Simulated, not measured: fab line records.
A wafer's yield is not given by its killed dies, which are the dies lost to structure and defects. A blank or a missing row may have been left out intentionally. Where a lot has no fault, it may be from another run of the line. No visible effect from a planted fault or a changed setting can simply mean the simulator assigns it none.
A lot that was struck, set against a sound lot :: flow sky130 :: 29 steps out of a route of 708
Sound: these wafers, L863.1, L863.3, L863.5. Wafers L869.1, L869.3, L869.5 were the ones struck. At the end, the cause is stated.
Each step with rows lists, per side, the tool, then ch with its chambers, then its first start. Under that, the readings that differ: sound wafers :: struck wafers :: difference of the means :: sigmas: that difference in standard deviations of wafers without a fault.
alike: a reading whose means differ by less than 2 such deviations, as well as words and numbers matching on both sides. not compared: withheld readings; readings where some wafer has no value; bounds like >300 that might hide an equal value; numbers whose values overlap and for which the record gives no deviation.
The two part at a step that has a row with sigmas, a row that says differs or no value, or rows on one side only. When numbers do not overlap yet have no deviation, they are printed without sigmas and do not part them. A reading that every wafer of one side lacks parts them only if that side has two wafers or more.

SKY_SD_N_OVL_MEAS_08:
  sound on overlay-01 at day 31 19:56; struck on overlay-02 at day 33 10:43
  alike: SD_N_OVL
then, 2 steps without rows for these wafers: SKY_SD_N_IMPLANT_09; SKY_SD_N_IMPLANT_10.
SKY_SD_N_STRIP_11: strips in O2/N2.
  sound on plasma_asher-03 ch 0, day 31 20:16; struck on plasma_asher-03 ch 1, day 33 11:02
  alike: drypump_motor_current_A, oes_product_au, strip_time_to_endpoint_s
  not compared: rf_hours_counter_h
SKY_SD_N_TW_MEAS_12:
  sound on film_metro-03 at day 31 20:22; struck on film_metro-04 at day 33 11:08
reading: SD_N_TW
sound: 4012 4019 4016
struck: 3957 3961 3959
difference: -57
sigmas: -2
then, 1 step without rows for these wafers: SKY_SD_N_CLEAN_13 (cleans in SC1/SC2, time 150 s).
SKY_SD_N_RTA_14: time 2 s.
  sound on rtp_anneal-01 ch 0, day 31 20:29; struck on rtp_anneal-02 ch 0, day 33 11:15
  alike: lamp_power_pct, wafer_temp_C_max
SKY_SD_N_RS_MEAS_16: measures by four-point-probe.
  sound on film_metro-04 at day 31 20:39; struck on film_metro-03 at day 33 11:26
  alike: SD_N_RS
SKY_SD_N_RS_MEAS_17: measures by four-point-probe.
  sound on film_metro-04 at day 31 20:46; struck on film_metro-03 at day 33 11:33
  alike: SD_P_RS
SKY_SD_N_RS_MEAS_18: measures by four-point-probe.
  sound on film_metro-04 at day 31 20:53; struck on film_metro-03 at day 33 11:40
  alike: RES_XHIGH_RS
then, 1 step without rows for these wafers: SKY_SALICIDE_CLEAN_00 (cleans in HF-last, time 30 s).
SKY_LI_CONTACT_HDPCVD_00: deposits PSG, target thk 930 nm, time 155 s.
  sound on hdpcvd-02 ch 0,1,2, day 31 21:02; struck on hdpcvd-02 ch 0,1,2, day 33 11:48
SKY_LI_CONTACT_THK_MEAS_01:
  sound on film_metro-01 at day 31 21:08; struck on film_metro-03 at day 33 11:55
reading: LI_CONTACT_HDPCVD_THK (nm)
sound: 911 923 940
struck: 789 813 800
difference: -124
sigmas: -10
SKY_LI_CONTACT_CMP_02: polishes PSG.
  sound on cmp-01 ch 1,2,3, day 31 21:14; struck on cmp-01 ch 1,3, day 33 12:01
  alike: motor_current_A, time_to_endpoint_s
SKY_LI_CONTACT_BOW_MEAS_03:
  sound on film_metro-03 at day 31 21:29; struck on film_metro-01 at day 33 12:16
  alike: LI_CONTACT_BOW
then, 8 steps without rows for these wafers: SKY_LI_CONTACT_DEHYDRATE_04 (time 60 s); SKY_LI_CONTACT_HMDS_05 (prime time 60 s); SKY_LI_CONTACT_COAT_06 (resist thk 60 nm); SKY_LI_CONTACT_COAT_07 (resist thk 450 nm); SKY_LI_CONTACT_SOFTBAKE_08 (time 90 s); SKY_LI_CONTACT_EXPOSE_09 (exposes mask LICM1, target cd 170 nm); SKY_LI_CONTACT_PEB_10; SKY_LI_CONTACT_DEVELOP_11 (develop time 60 s).
SKY_LI_CONTACT_CD_MEAS_12: the cd target is 170 nm.
  sound on cd_sem-02 at day 32 23:50; struck on cd_sem-01 at day 34 14:02
reading: cd_nm (nm)
sound: 167.8 167.9 167.5
struck: 170.4 171.9 172.7
difference: +3.9
sigmas: +3
SKY_LI_CONTACT_OVL_MEAS_13:
  sound on overlay-02 at day 32 23:58; struck on overlay-02 at day 34 14:10
reading: LI_CONTACT_OVL (nm)
sound: -11 -12 -13
struck: 1 4 0
difference: +14
sigmas: +2
SKY_LI_CONTACT_ETCH_14: etches BARC in N2/H2, stops on SiO2, time 45.9 s, target depth 60 nm.
  sound on rie_diel-01 ch 1,2,3, day 32 23:59; struck on rie_diel-01 ch 0,1,3, day 34 14:11
  alike: drypump_motor_current_A, oes_product_au, throttle_valve_pct
  not compared: rf_hours_counter_h
SKY_LI_CONTACT_ETCH_15: etches PSG in C4F8/O2/Ar, stops on Si, target depth 600 nm.
  sound on rie_diel-01 ch 1,2,3, day 33 00:02; struck on rie_diel-01 ch 0,1,3, day 34 14:14
reading: oes_product_au (a.u.)
sound: 0.836 0.840 0.846
struck: 0.744 0.733 0.734
difference: -0.104
sigmas: -23
SKY_LI_CONTACT_STRIP_16: strips in O2/N2.
  sound on plasma_asher-02 ch 0,1, day 33 00:07; struck on plasma_asher-04 ch 0,1, day 34 14:19
  alike: drypump_motor_current_A, oes_product_au, strip_time_to_endpoint_s
  not compared: rf_hours_counter_h
then, 1 step without rows for these wafers: SKY_PAD_OPEN_PROBE_99.

== WHERE THEY PART ==
First at SKY_SD_N_TW_MEAS_12; last, within this record, at SKY_LI_CONTACT_ETCH_15. Later steps at which nothing parts them and some readings are alike: SKY_LI_CONTACT_STRIP_16.

WHY: the cause the simulator had injected
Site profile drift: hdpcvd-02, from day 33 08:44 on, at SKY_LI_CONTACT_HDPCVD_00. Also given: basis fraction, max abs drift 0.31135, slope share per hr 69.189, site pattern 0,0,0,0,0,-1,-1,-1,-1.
